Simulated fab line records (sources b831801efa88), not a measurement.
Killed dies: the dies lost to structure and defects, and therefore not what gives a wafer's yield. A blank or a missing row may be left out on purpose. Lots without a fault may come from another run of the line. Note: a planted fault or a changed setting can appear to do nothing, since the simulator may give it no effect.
Struck lot and sound lot, side by side	flow sky130	14 steps out of a route of 708
Sound: the wafers L271.1, L271.2, L271.6. Wafers L277.1, L277.2, L277.4 were the ones struck. Last of all comes the cause.
For every step that has rows: the tool of each side, followed by ch and its chambers, followed by its first start. Under that, the readings that differ: sound wafers	struck wafers	difference of the means	sigmas: that difference in standard deviations of wafers without a fault.
alike: a reading whose means differ by less than 2 such deviations, as well as words and numbers matching on both sides. not compared: withheld readings; readings where some wafer has no value; bounds like >300 that might hide an equal value; numbers whose values overlap and for which the record gives no deviation.
The two part at a step that has a row with sigmas, a row that says differs or no value, or rows on one side only. Non-overlapping numbers with no deviation appear without sigmas and do not part them. Lack of a reading on every wafer of one side parts them only where that side has two or more wafers.

SKY_VIA3_CD_MEAS_12 targets a cd of 200 nm.
  sound on cd-sem-02, day 41 02:40; struck on cd-sem-01, day 43 04:34
  alike: cd-nm
SKY_VIA3_OVL_MEAS_13:
  sound on overlay-01, day 41 02:47; struck on overlay-02, day 43 04:41
  alike: VIA3_OVL
SKY_VIA3_ETCH_14: etches BARC in N2/H2, stops on SiO2, time 45.9 s, target depth 60 nm.
  sound on rie-diel-04 ch 1,2, day 41 02:49; struck on rie-diel-01 ch 0,1,3, day 43 04:44
  alike: drypump-motor-current-A, oes-product-au, throttle-valve-pct
  not compared: rf-hours-counter-h
SKY_VIA3_ETCH_15: etches SiO2 in C4F8/O2/Ar, stops on TiN, target depth 507 nm, time 78 s.
  sound on rie-diel-04 ch 1,2, day 41 02:52; struck on rie-diel-01 ch 0,1,3, day 43 04:46
  alike: oes-product-au
  not compared: rf-hours-counter-h
SKY_VIA3_STRIP_16: strips in O2/N2.
  sound on plasma-asher-03 ch 0,1, day 41 02:55; struck on plasma-asher-01 ch 0,1, day 43 04:50
  alike: drypump-motor-current-A, o2-flow-sccm, oes-product-au, strip-time-to-endpoint-s
  not compared: rf-hours-counter-h
then, 3 steps without rows for these wafers: SKY_VIA3_STRIP_17 (strips in post etch residue remover, time 1200 s); SKY_VIA3_CLEAN_18 (cleans in IPA, time 180 s); SKY_VIA3_CLEAN_19 (cleans in O3/DIW).
SKY_VIA3_SPUTTER_20: material TiN, target thk 20 nm, time 80 s.
  sound on pvd-sputter-02, day 41 03:32; struck on pvd-sputter-03, day 43 05:26
  alike: throttle-valve-pct
SKY_VIA3_CVD_21: deposits W, target thk 390 nm, time 117.31 s.
  sound on cvd-w-01 ch 0,1, day 41 03:36; struck on cvd-w-01 ch 0,1, day 43 05:30
  alike: heater-power-outer-w, heater-power-w
SKY_VIA3_RS_MEAS_22: a four-point-probe measurement.
  sound on film-metro-03, day 41 03:43; struck on film-metro-02, day 43 05:37
  alike: VIA3_W_RS
SKY_VIA3_THK_MEAS_23: measures by xrf.
  sound on film-metro-03, day 41 03:50; struck on film-metro-02, day 43 05:44
  alike: VIA3_W_THK
SKY_VIA3_CMP_24: polishes, stops on SiO2, t overpolish 20 s, target thk 0 nm.
  sound on cmp-01 ch 0,1,3, day 41 03:57; struck on cmp-01 ch 1,2,3, day 43 05:48
reading	sound	struck	difference	sigmas
overpolish-run-s (s)	20.007 19.987 19.998	0.044 0.034 0.037	-19.959	-99 or more
time-to-endpoint-s (s)	94 89 96	149 147 148	+55	+13
  alike: head-pressure-psi, motor-current-A, platen-rpm
-- the record jumps here: 5 days lie between the struck wafers' starts before and after (it left off in module VIA3 and takes up again in module PAD_OPEN, whose first step shown is number 708 of the route) --
SKY_PAD_OPEN_PROBE_99:
  sound on prober-01, day 47 00:23; struck on prober-01, day 48 17:42
reading	sound	struck	difference	sigmas
hold	- - -	await-dispo/2.5h/scrap await-dispo/2.5h/scrap await-dispo/2.5h/scrap	no value on the sound wafers	
defect-limited-yield (%)	85.4 82.3 86.0	0 0 0	-85	-47
killed_at_M0_to_M3	39 47 28	443 455 453	+412	+62
killed-dies	72 87 69	492 492 492	+416	+47
killed-on-rim	16 15 8	96 96 96	+83	+22
sort_bin_3_pad_short (%)	0.8 1.0 1.0	81.7 83.3 84.8	+82.3	+99 or more
sort_bin_5_function (%)	7.5 8.7 6.5	12.4 11.0 8.3	+3.0	+2
sort-n-pass	420 405 423	0 0 0	-416	-47
sort-yield-pct (%)	85.4 82.3 86.0	0 0 0	-85	-47
  alike: killed_at_M4_up, killed-at-contacts, killed-at-front-end, killed-at-other, killed-open, killed-short, sort_bin_6_memory

WHERE THEY PART
Earliest at SKY_VIA3_CMP_24; latest, in this record, at SKY_PAD_OPEN_PROBE_99.

WHY: what had been put in by the simulator
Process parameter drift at SKY_VIA3_CMP_24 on cmp-01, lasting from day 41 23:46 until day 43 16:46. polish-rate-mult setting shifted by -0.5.
